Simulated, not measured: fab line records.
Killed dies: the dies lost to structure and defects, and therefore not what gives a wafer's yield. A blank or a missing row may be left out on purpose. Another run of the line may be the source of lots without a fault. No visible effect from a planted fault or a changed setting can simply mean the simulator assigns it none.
A struck lot beside a sound one || flow sky130 || 44 out of 708 route steps
Sound: these wafers, L598.3, L598.5, L598.6. Struck: wafers L607.1, L607.5, L607.6. At the end, the cause is stated.
Each step with rows lists, per side, the tool, then ch with its chambers, then its first start. Under that, the readings that differ: sound wafers || struck wafers || difference of the means || sigmas: that difference in standard deviations of wafers without a fault.
alike: readings with means less than 2 such deviations apart, plus words and numbers identical on both sides. not compared: withheld readings, readings lacking a value on some wafer, bounds such as >300 that could conceal the same value, and numbers that have no deviation in the record and whose values overlap.
A row with sigmas, a row that says differs or no value, or rows on one side alone: a step with any of these is where the two part. When numbers do not overlap yet have no deviation, they are printed without sigmas and do not part them. A reading missing from all wafers of one side parts the sides only when that side holds two or more wafers.

first, 3 steps without rows for these wafers: SKY_FIELD_ISO_CLEAN_20 (cleans in dHF, time 20 s); SKY_FIELD_ISO_WET_ETCH_21 (etches SiO2 in dHF, target depth 20 nm, time 400 s); SKY_FIELD_ISO_OXIDATION_22 (stabilise 600 s, purge 300 s, target thk 10 nm).
SKY_FIELD_ISO_THK_MEAS_23:
  sound: film metro-03 at day 2 21:14; struck: film metro-01 at day 4 21:48
  alike: FIELD_ISO_OXIDATION_01_THK
then, 1 step without rows for these wafers: SKY_FIELD_ISO_CVD_24 (deposits SiO2, target thk 595 nm, time 99.2 s).
SKY_FIELD_ISO_THK_MEAS_25:
  sound: film metro-01 at day 2 21:22; struck: film metro-01 at day 4 21:56
  alike: FIELD_ISO_CVD_24_THK
then, 1 step without rows for these wafers: SKY_FIELD_ISO_ANNEAL_26 (time 1800 s).
SKY_FIELD_ISO_CMP_27: polishes, stops on Si3N4, t overpolish 16 s, target thk 457.8 nm.
  sound on cmp-01 ch 0,2,3, day 3 00:16; struck on cmp-02 ch 0,2,3, day 5 01:20
  alike: motor current A, overpolish run s, retaining ring pressure frac, time to endpoint s
then, 4 steps without rows for these wafers: SKY_FIELD_ISO_WET_ETCH_28 (etches SiO2 in dHF, target depth 23.7 nm, time 47 s); SKY_FIELD_ISO_WET_ETCH_29 (etches Si3N4 in H3PO4, target depth 160 nm, time 1825 s); SKY_FIELD_ISO_WET_ETCH_30 (etches SiO2 in dHF, target depth 25 nm, time 50 s); SKY_NWELL_CLEAN_00 (cleans in SC1/SC2, time 150 s).
SKY_NWELL_OXIDATION_01: stabilise 600 s, purge 300 s, target thk 10 nm.
  sound on furnace-02 ch 0, day 3 01:59; struck on furnace-02 ch 0, day 5 02:35
{"reading": "spike tc bottom C (C)", "sound": "919.1 917.6 921.6", "struck": "835.7 835.6 836.2", "difference": -83.6, "sigmas": -60}
{"reading": "spike tc centre C (C)", "sound": "902.3 900.3 900.9", "struck": "817.5 816.7 816.4", "difference": -84.3, "sigmas": -88}
{"reading": "spike tc lower C (C)", "sound": "901.2 901.9 902.6", "struck": "816.6 815.7 818.2", "difference": -85.1, "sigmas": -85}
{"reading": "spike tc top C (C)", "sound": "915.3 915.6 914.5", "struck": "831.6 832.4 833.0", "difference": -82.8, "sigmas": -69}
{"reading": "spike tc upper C (C)", "sound": "898.7 901.3 899.0", "struck": "816.4 813.6 815.1", "difference": -84.6, "sigmas": -85}
{"reading": "tube center temp C (C)", "sound": "899.98 899.91 900.05", "struck": "815.55 815.55 815.46", "difference": -84.46, "sigmas": "-99 or more"}
{"reading": "tube_center_temp_C_max", "sound": "902.5 902.8 902.4", "struck": "817.9 817.5 817.4", "difference": -85.0, "sigmas": "-99 or more"}
{"reading": "zone power lower pct (%)", "sound": "17.68 17.85 17.93", "struck": "14.75 14.62 14.66", "difference": -3.14, "sigmas": -14}
{"reading": "zone power top pct (%)", "sound": "29.4 28.8 29.2", "struck": "24.5 24.9 24.9", "difference": -4.4, "sigmas": -8}
{"reading": "zone power upper pct (%)", "sound": "17.80 17.66 17.96", "struck": "14.57 14.61 14.55", "difference": -3.23, "sigmas": -17}
{"reading": "model.SiO2_of_NWELL_OXIDATION_01.thk nm (nm)", "sound": "10.03 10.19 9.865", "struck": "3.41 3.279 3.277", "difference": -6.71, "sigmas": ""}
SKY_NWELL_THK_MEAS_02:
  sound: film metro-03 at day 3 03:24; struck: film metro-03 at day 5 03:58
{"reading": "NWELL_OXIDATION_THK (nm)", "sound": "10.03 10.19 9.88", "struck": "3.40 3.29 3.32", "difference": -6.70, "sigmas": -45}
then, 8 steps without rows for these wafers: SKY_DNWELL_DEHYDRATE_00 (time 60 s); SKY_DNWELL_HMDS_01 (prime time 60 s); SKY_DNWELL_COAT_02 (resist thk 3000 nm); SKY_DNWELL_SOFTBAKE_03; SKY_DNWELL_EXPOSE_04 (exposes mask DNM, target cd 3000 nm); SKY_DNWELL_PEB_05; SKY_DNWELL_DEVELOP_06 (develop time 60 s); SKY_DNWELL_IMPLANT_07.
SKY_DNWELL_STRIP_08: strips in O2/N2.
  sound on plasma asher-01 ch 0,1, day 3 19:07; struck on plasma asher-04 ch 0,1, day 5 21:23
  alike: chamber pressure mTorr, drypump motor current A, oes product au, strip time to endpoint s
  not compared: rf hours counter h
SKY_DNWELL_TW_MEAS_09:
  sound: film metro-04 at day 3 19:12; struck: film metro-03 at day 5 21:29
  alike: DNWELL_TW
then, 7 steps without rows for these wafers: SKY_PWDE_DEHYDRATE_00 (time 60 s); SKY_PWDE_HMDS_01 (prime time 60 s); SKY_PWDE_COAT_02 (resist thk 3000 nm); SKY_PWDE_SOFTBAKE_03; SKY_PWDE_EXPOSE_04 (exposes mask PWDEM, target cd 840 nm); SKY_PWDE_PEB_05; SKY_PWDE_DEVELOP_06 (develop time 60 s).
SKY_PWDE_OVL_MEAS_07:
  sound: overlay-01 at day 4 11:42; struck: overlay-02 at day 6 15:37
  alike: PWDE_OVL
next, for these wafers, 1 step has no rows: SKY_PWDE_IMPLANT_08.
SKY_PWDE_STRIP_09: strips in O2/N2.
  sound on plasma asher-02 ch 0,1, day 4 11:54; struck on plasma asher-04 ch 0,1, day 6 15:49
  alike: chamber pressure mTorr, drypump motor current A, oes product au, strip time to endpoint s
  not compared: rf hours counter h
SKY_PWDE_TW_MEAS_10:
  sound: film metro-04 at day 4 11:59; struck: film metro-03 at day 6 15:55
  alike: PWDE_TW
then, 7 steps without rows for these wafers: SKY_NWELL_DEHYDRATE_03 (time 60 s); SKY_NWELL_HMDS_04 (prime time 60 s); SKY_NWELL_COAT_05 (resist thk 3000 nm); SKY_NWELL_SOFTBAKE_06; SKY_NWELL_EXPOSE_07 (exposes mask NWM, target cd 840 nm); SKY_NWELL_PEB_08; SKY_NWELL_DEVELOP_09 (develop time 60 s).
-- the record jumps here: 10 days lie between the struck wafers' starts before and after (it left off in module NWELL and takes up again in module SONOS_ONO, whose first step shown is number 183 of the route) --
SKY_SONOS_ONO_ETCH_15: etches the open film in CHF3/O2, target depth 19.52 nm, time 7.8 s.
  sound on rie diel-03 ch 0,3, day 13 08:32; struck on rie diel-03 ch 0,3, day 16 15:20
{"reading": "model.SiO2_of_NWELL_OXIDATION_01.thk nm (nm)", "sound": "5.517 5.659 5.308", "struck": "0.9517 0.9015 0.901", "difference": -4.5766, "sigmas": ""}
  alike: chamber pressure mTorr, drypump motor current A, oes product au, throttle valve pct
  not compared: rf hours counter h
-- record jumps: 32 days separate the struck wafers' starts on either side; left off in module SONOS_ONO, taken up again in module PAD_OPEN, whose first shown step is the route's number 708 --
SKY_PAD_OPEN_PROBE_99:
  sound: prober-01 at day 46 04:07; struck: prober-01 at day 48 16:55
{"reading": "model.etest.nfet_16v.r on ohm um", "sound": "1.422e+04 1.395e+04 1.423e+04", "struck": "1.43e+04 1.434e+04 1.439e+04", "difference": "+2.10e+02", "sigmas": ""}
{"reading": "model.etest.tip p.rs ohm sq", "sound": "7140 7078 7099", "struck": "6738 6804 6691", "difference": -361, "sigmas": ""}
{"reading": "model.etest.res pwell under gate.rs ohm sq", "sound": "2283 2290 2263", "struck": "2245 2232 2247", "difference": -37, "sigmas": ""}
{"reading": "model.etest.pfet_01v8.drive ua um", "sound": "183.7 183.7 181.7", "struck": "211 206.1 200.6", "difference": "+23", "sigmas": ""}
{"reading": "model.etest.pfet_01v8_mvt.drive ua um", "sound": "146.2 146.5 143.7", "struck": "166.1 164.6 161.3", "difference": "+18.5", "sigmas": ""}
{"reading": "model.etest.pfet_01v8_hvt.drive ua um", "sound": "135.9 136.2 132.6", "struck": "157.6 153 149.3", "difference": "+18.4", "sigmas": ""}
{"reading": "model.etest.pfet_01v8_mvt.off log10 a um", "sound": "-11.08 -11.06 -11.14", "struck": "-9.431 -9.552 -9.652", "difference": "+1.548", "sigmas": ""}
{"reading": "model.etest.pfet g5v0d10v5.off log10 a um", "sound": "-12.8 -12.84 -12.87", "struck": "-11.94 -12.11 -12.06", "difference": "+0.80", "sigmas": ""}
  alike: killed_at_M0_to_M3, killed_at_M4_up, killed at contacts, killed at front end, killed at other, killed dies, killed open, killed short

WHERE THEY PART
At SKY_NWELL_OXIDATION_01 first; at SKY_NWELL_THK_MEAS_02 last (within this record only). Later steps at which nothing parts them and some readings are alike: SKY_DNWELL_STRIP_08, SKY_DNWELL_TW_MEAS_09, SKY_PWDE_OVL_MEAS_07, SKY_PWDE_STRIP_09, SKY_PWDE_TW_MEAS_10, SKY_SONOS_ONO_ETCH_15, SKY_PAD_OPEN_PROBE_99.

WHY: whatever the simulator had introduced
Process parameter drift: furnace-02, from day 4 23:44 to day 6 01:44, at SKY_NWELL_OXIDATION_01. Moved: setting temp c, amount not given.
